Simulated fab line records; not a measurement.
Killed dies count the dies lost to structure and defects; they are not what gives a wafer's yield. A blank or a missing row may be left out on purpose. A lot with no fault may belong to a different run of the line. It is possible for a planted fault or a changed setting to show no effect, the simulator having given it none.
A lot that was struck, set against a sound lot | flow sky130 | 16 out of 708 route steps
Sound: wafers L903.1, L903.4, L903.6. Wafers L919.1, L919.3, L919.5 were the ones struck. The cause is given at the end.
Per side, at each step with rows, come the tool, then ch with its chambers, and then its first start. Under that, the readings that differ: sound wafers | struck wafers | difference of the means | sigmas: that difference in standard deviations of wafers without a fault.
alike: same words and numbers on both sides, and readings whose means sit less than 2 such deviations apart. not compared: any withheld reading, any reading some wafer has no value for, any bound like >300 that may hide the same value, and any number with overlapping values for which the record gives no deviation.
Wherever a step has rows on one side only, a row that says differs or no value, or a row with sigmas, the two part there. Numbers that don't overlap but have no deviation are shown without sigmas and don't part them. Lack of a reading on every wafer of one side parts them only where that side has two or more wafers.

first, 2 steps without rows for these wafers: SKY_CONTACT_PEB_12; SKY_CONTACT_DEVELOP_13 (develop time 60 s).
SKY_CONTACT_CD_MEAS_14: target cd 170 nm.
  sound: cd-sem-01 at day 31 20:36; struck: cd-sem-02 at day 36 20:09
  alike: cd-nm
SKY_CONTACT_OVL_MEAS_15:
  sound: overlay-01 at day 31 20:43; struck: overlay-01 at day 36 20:16
  alike: CONTACT_OVL
SKY_CONTACT_ETCH_16: etches BARC in N2/H2, stops on SiO2, time 45.9 s, target depth 60 nm.
  sound on rie-diel-03 ch 0,2, day 31 20:46; struck on rie-diel-04 ch 1,2, day 36 20:19
  alike: drypump-motor-current-A, oes-product-au, throttle-valve-pct
  not compared: rf-hours-counter-h
SKY_CONTACT_ETCH_17: etches SiO2 in C4F8/O2/Ar, stops on Si3N4, target depth 340 nm.
  sound on rie-diel-03 ch 0,2, day 31 20:48; struck on rie-diel-04 ch 1,2, day 36 20:21
  alike: oes-product-au
SKY_CONTACT_ETCH_18: etches Si3N4 in CHF3/O2, stops on TiN, time 39 s, target depth 75 nm.
  sound: rie-diel-03 ch 0,2; struck: rie-diel-04 ch 1,2
  alike: drypump-motor-current-A, oes-product-au, throttle-valve-pct
  not compared: rf-hours-counter-h
SKY_CONTACT_STRIP_19: strips in O2/N2.
  sound on plasma-asher-02 ch 0,1, day 31 20:53; struck on plasma-asher-04 ch 0,1, day 36 20:26
  reading                     | sound       | struck      | difference | sigmas
  drypump-motor-current-A (A) | 5.4 5.7 5.4 | 6.4 6.4 6.4 | +0.9       | +2
  alike: oes-product-au, strip-time-to-endpoint-s
  not compared: rf-hours-counter-h
then, 4 steps without rows for these wafers: SKY_CONTACT_STRIP_20 (strips in post etch residue remover, time 1200 s); SKY_CONTACT_CLEAN_21 (cleans in IPA, time 180 s); SKY_CONTACT_CLEAN_22 (cleans in O3/DIW); SKY_CONTACT_SPUTTER_23 (material TiN, target thk 20 nm, time 80 s).
SKY_CONTACT_CVD_24: deposits W, target thk 340 nm, time 102.12 s.
  sound on cvd-w-02 ch 1, day 31 21:33; struck on cvd-w-02 ch 0,1, day 36 21:07
  reading                               | sound             | struck            | difference | sigmas
  chamber-pressure-Torr (Torr)          | 39.98 40.03 40.02 | 43.95 43.90 44.11 | +3.98      | +43
  model.W_of_CONTACT_CVD_24.thk-nm (nm) | 334 334.3 332.8   | 354.8 353.6 356.2 | +21.2      |
  alike: heater-power-w
  not compared: since-wet-clean-h
SKY_CONTACT_RS_MEAS_25: the measuring method here is four-point-probe.
  sound: film-metro-01 at day 31 21:40; struck: film-metro-02 at day 36 21:13
  reading               | sound             | struck            | difference | sigmas
  CONTACT_W_RS (ohm/sq) | 0.344 0.343 0.345 | 0.324 0.325 0.321 | -0.021     | -6
SKY_CONTACT_THK_MEAS_26: measures by xrf.
  sound: film-metro-01 at day 31 21:47; struck: film-metro-02 at day 36 21:20
  reading            | sound       | struck      | difference | sigmas
  CONTACT_W_THK (nm) | 333 333 333 | 353 351 354 | +20        | +3
SKY_CONTACT_CMP_27: polishes, stops on SiO2, t overpolish 15 s, target thk 0 nm.
  sound on cmp-01 ch 1,2, day 31 21:50; struck on cmp-02 ch 0,2, day 36 21:27
  reading                | sound                | struck               | difference | sigmas
  overpolish-run-s (s)   | 14.977 14.998 14.996 | 15.015 15.009 15.016 | +0.023     | +3
  time-to-endpoint-s (s) | 81.3 76.8 79.6       | 87.7 85.6 91.2       | +8.9       | +3
  alike: motor-current-A

== WHERE THEY PART ==
At SKY_CONTACT_STRIP_19 first; at SKY_CONTACT_CMP_27 last (within this record only).

WHY: what had been put in by the simulator
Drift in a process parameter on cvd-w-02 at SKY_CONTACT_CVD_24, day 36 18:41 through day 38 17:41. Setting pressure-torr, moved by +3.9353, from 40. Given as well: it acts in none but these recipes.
